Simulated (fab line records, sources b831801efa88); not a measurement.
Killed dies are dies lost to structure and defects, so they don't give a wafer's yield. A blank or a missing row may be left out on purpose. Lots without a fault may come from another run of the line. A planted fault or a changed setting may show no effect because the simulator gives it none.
Which tool did it? | flow gf180mcu | 13 lots, 39 wafers sampled, at 5 steps of a route of 602

WHAT THE GAUGES READ, wafer by wafer
GF_NWELL_TW_MEAS_11. Usual: NWELL_TW 1563, standard deviation 28.
lot  | measured    | on            | NWELL_TW       | flag
L633 | day 4 06:16 | film_metro-01 | 1561 1566 1560 |
L635 | day 4 20:38 | film_metro-01 | 1553 1557 1563 |
L637 | day 5 08:01 | film_metro-01 | 1546 1550 1554 |
L639 | day 5 16:42 | film_metro-03 | 1544 1539 1549 |
L640 | day 5 21:45 | film_metro-02 | 1597 1599 1604 |
L641 | day 6 00:49 | film_metro-01 | 1549 1542 1544 |
L643 | day 6 13:50 | film_metro-03 | 1541 1543 1542 |
L644 | day 6 18:08 | film_metro-03 | 1534 1529 1536 |
L645 | day 6 21:58 | film_metro-01 | 1554 1544 1546 |
L646 | day 7 04:19 | film_metro-02 | 1599 1605 1601 |
L647 | day 7 09:34 | film_metro-02 | 1598 1595 1603 |
L648 | day 7 16:21 | film_metro-01 | 1548 1552 1551 |
L651 | day 8 07:40 | film_metro-03 | 1532 1526 1537 |

GF_LVPWELL_OVL_MEAS_07. Usual: LVPWELL_OVL 0.2 nm, standard deviation 1.4.
lot  | measured    | on         | LVPWELL_OVL (nm) | flag
L633 | day 4 19:50 | overlay-02 | 1.1 1.5 0.8      |
L635 | day 5 10:43 | overlay-01 | -1.0 -2.4 -0.6   |
L637 | day 5 22:14 | overlay-01 | -0.1 -1.1 -2.6   |
L639 | day 6 06:58 | overlay-02 | -0.6 -2.0 -0.6   |
L640 | day 6 11:49 | overlay-02 | 2.4 3.7 2.6      |
L641 | day 6 16:05 | overlay-01 | 0.1 -1.4 -0.2    |
L643 | day 7 04:31 | overlay-01 | -0.7 -0.3 0.7    |
L644 | day 7 08:52 | overlay-01 | 1.3 0.7 1.0      |
L645 | day 7 13:43 | overlay-02 | -0.1 0.0 -0.4    |
L646 | day 7 19:26 | overlay-02 | 2.2 0.7 -0.4     |
L647 | day 8 01:19 | overlay-02 | 1.5 0.7 0.8      |
L648 | day 8 08:19 | overlay-02 | 0.6 -0.7 -0.3    |
L651 | day 9 00:44 | overlay-01 | -3.8 -2.9 -1.2   |

GF_VT_IMPLANT_RS_MEAS_46: measures by four-point-probe. Usual: MVSD_RS 457.1 ohm/sq, standard deviation 1.1.
lot  | measured     | on            | MVSD_RS (ohm/sq)  | flag
L633 | day 8 17:06  | film_metro-02 | 457.8 457.5 457.6 |
L635 | day 9 09:46  | film_metro-02 | 455.2 455.3 456.3 |
L637 | day 10 03:40 | film_metro-01 | 457.7 457.9 457.6 |
L639 | day 10 12:10 | film_metro-03 | 455.9 457.6 456.7 |
L640 | day 10 18:13 | film_metro-03 | 455.4 454.6 455.2 |
L641 | day 10 21:26 | film_metro-02 | 456.8 456.6 454.9 |
L643 | day 11 14:21 | film_metro-01 | 497.0 498.0 496.4 | OFF
L644 | day 11 17:40 | film_metro-01 | 460.0 456.8 458.4 |
L645 | day 12 00:04 | film_metro-01 | 495.7 496.7 496.1 | OFF
L646 | day 12 06:07 | film_metro-02 | 498.1 500.3 496.5 | OFF
L647 | day 12 13:30 | film_metro-01 | 456.7 456.3 455.0 |
L648 | day 12 22:01 | film_metro-02 | 457.1 456.0 456.8 |
L651 | day 13 18:22 | film_metro-01 | 455.8 456.9 456.4 |

WHICH TOOL RAN EACH LOT (tool, then ch and the chambers of the sampled wafers, then the start)
lot  | GF_STI_ETCH_13                    | GF_MVSD_IMPLANT_08
L633 | rie_diel-03 ch 0,2, day 2 21:41   | implanter-04 ch 0, day 5 10:29
L635 | rie_diel-01 ch 0,1, day 3 09:38   | implanter-04 ch 0, day 6 01:28
L637 | rie_diel-01 ch 0,2, day 3 21:15   | implanter-04 ch 0, day 6 13:59
L639 | rie_diel-03 ch 1,2,3, day 4 07:23 | implanter-04 ch 0, day 6 22:14
L640 | rie_diel-01 ch 0,1,3, day 4 11:26 | implanter-01 ch 0, day 7 04:10
L641 | rie_diel-04 ch 2,3, day 4 14:23   | implanter-04 ch 0, day 7 07:29
L643 | rie_diel-04 ch 0,3, day 5 03:04   | implanter-04 ch 0, day 7 20:37
L644 | rie_diel-01 ch 2, day 5 06:30     | implanter-01 ch 0, day 8 01:13
L645 | rie_diel-01 ch 1,2,3, day 5 11:30 | implanter-04 ch 0, day 8 06:04
L646 | rie_diel-03 ch 1,3, day 5 16:00   | implanter-04 ch 0, day 8 12:05
L647 | rie_diel-04 ch 0,1,3, day 5 21:15 | implanter-01 ch 0, day 8 18:14
L648 | rie_diel-01 ch 0,1,2, day 6 03:21 | implanter-01 ch 0, day 9 01:35
L651 | rie_diel-04 ch 1,2,3, day 6 18:31 | implanter-01 ch 0, day 9 18:23
- GF_STI_ETCH_13: etches the open film in CHF3/O2, stops on Si, target depth 282.31 nm, time 112.9 s.
- GF_MVSD_IMPLANT_08

WHAT THE TOOLS THEMSELVES READ (means of the sampled wafers that have a number; where no wafer has one, the mark that the record gives instead)
GF_STI_ETCH_13. Usual: chf3_flow_sccm 49.99 sccm, standard deviation 0.16; drypump_motor_current_A 5.9 A, standard deviation 0.53; oes_product_au 0.831 a.u., standard deviation 0.0066; throttle_valve_pct 8.810 %, standard deviation 0.0086.
lot  | tool        | chf3_flow_sccm (sccm) | drypump_motor_current_A (A) | oes_product_au (a.u.) | throttle_valve_pct (%) | flag
L633 | rie_diel-03 | 50.03                 | 5.7                         | 0.832                 | 8.808                  |
L635 | rie_diel-01 | 50.14                 | 5.8                         | 0.829                 | 8.806                  |
L637 | rie_diel-01 | 50.00                 | 6.2                         | 0.838                 | 8.810                  |
L639 | rie_diel-03 | 49.81                 | 6.3                         | 0.831                 | 8.809                  |
L640 | rie_diel-01 | 50.08                 | 5.7                         | 0.837                 | 8.815                  |
L641 | rie_diel-04 | 50.13                 | 5.4                         | 0.827                 | 8.807                  |
L643 | rie_diel-04 | 49.88                 | 5.9                         | 0.834                 | 8.796                  |
L644 | rie_diel-01 | 49.91                 | 6.2                         | 0.828                 | 8.806                  |
L645 | rie_diel-01 | 49.94                 | 5.7                         | 0.834                 | 8.815                  |
L646 | rie_diel-03 | 49.88                 | 6.5                         | 0.834                 | 8.809                  |
L647 | rie_diel-04 | 50.10                 | 5.8                         | 0.828                 | 8.808                  |
L648 | rie_diel-01 | 50.15                 | 5.8                         | 0.827                 | 8.808                  |
L651 | rie_diel-04 | 50.18                 | 5.6                         | 0.834                 | 8.804                  |

GF_MVSD_IMPLANT_08. Usual: beam_energy_keV 399.97, standard deviation 0.13; beam_on_s 9.99 s, standard deviation 0.19.
lot  | tool         | beam_energy_keV | beam_on_s (s) | flag
L633 | implanter-04 | 400.00          | 9.89          |
L635 | implanter-04 | 400.01          | 10.06         |
L637 | implanter-04 | 399.96          | 9.92          |
L639 | implanter-04 | 400.11          | 10.14         |
L640 | implanter-01 | 400.01          | 10.14         |
L641 | implanter-04 | 400.00          | 9.95          |
L643 | implanter-04 | 293.32          | 9.83          | OFF
L644 | implanter-01 | 399.91          | 9.91          |
L645 | implanter-04 | 293.40          | 10.11         | OFF
L646 | implanter-04 | 293.32          | 10.05         | OFF
L647 | implanter-01 | 400.05          | 9.96          |
L648 | implanter-01 | 400.03          | 9.92          |
L651 | implanter-01 | 399.90          | 10.17         |

THE ANSWER, worked out from the rows above alone
Rule: a lot is off if the mean of its wafers that have a number lies more than 3 standard deviations from the usual mean. A lot without any number at a reading at which 4 lots or more have one is off too. The other lots that the step has rows for count as sound. The gauges are gone through in route order, then the tools' own readings, and for those a lot's mean is taken as printed above. The first step at which some lot is off is used, and at that step the reading that is off furthest; a lot without a number counts as furthest.
Off: L643, L645, L646, at GF_VT_IMPLANT_RS_MEAS_46 (MVSD_RS).
A tool fits if, at a process step before that reading, it ran every lot that is off, and no sound lot after the first of them. The gauges at GF_VT_IMPLANT_RS_MEAS_46 aren't tried: what is off there is off at GF_MVSD_IMPLANT_08 too, on other tools, and a gauge's error can't cause that. One fits: implanter-04 at GF_MVSD_IMPLANT_08. Its last sound lot is L641 (day 7 07:29), its first lot that is off L643 (day 7 20:37): a fault that began between those two fits.
The tool's own readings at GF_MVSD_IMPLANT_08 bear it out: on the lots that are off they differ by more than 5 times the standard deviation of the sound lots' means. beam_energy_keV reads 293.35 there against 400.00 on the sound lots.

WHAT THE SIMULATOR HAD PUT IN
Process parameter drift: implanter-04, from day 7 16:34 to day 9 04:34, at GF_MVSD_IMPLANT_08. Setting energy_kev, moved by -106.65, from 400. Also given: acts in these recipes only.
Lots struck among those shown: L643, L645, L646. The rule above found the same.
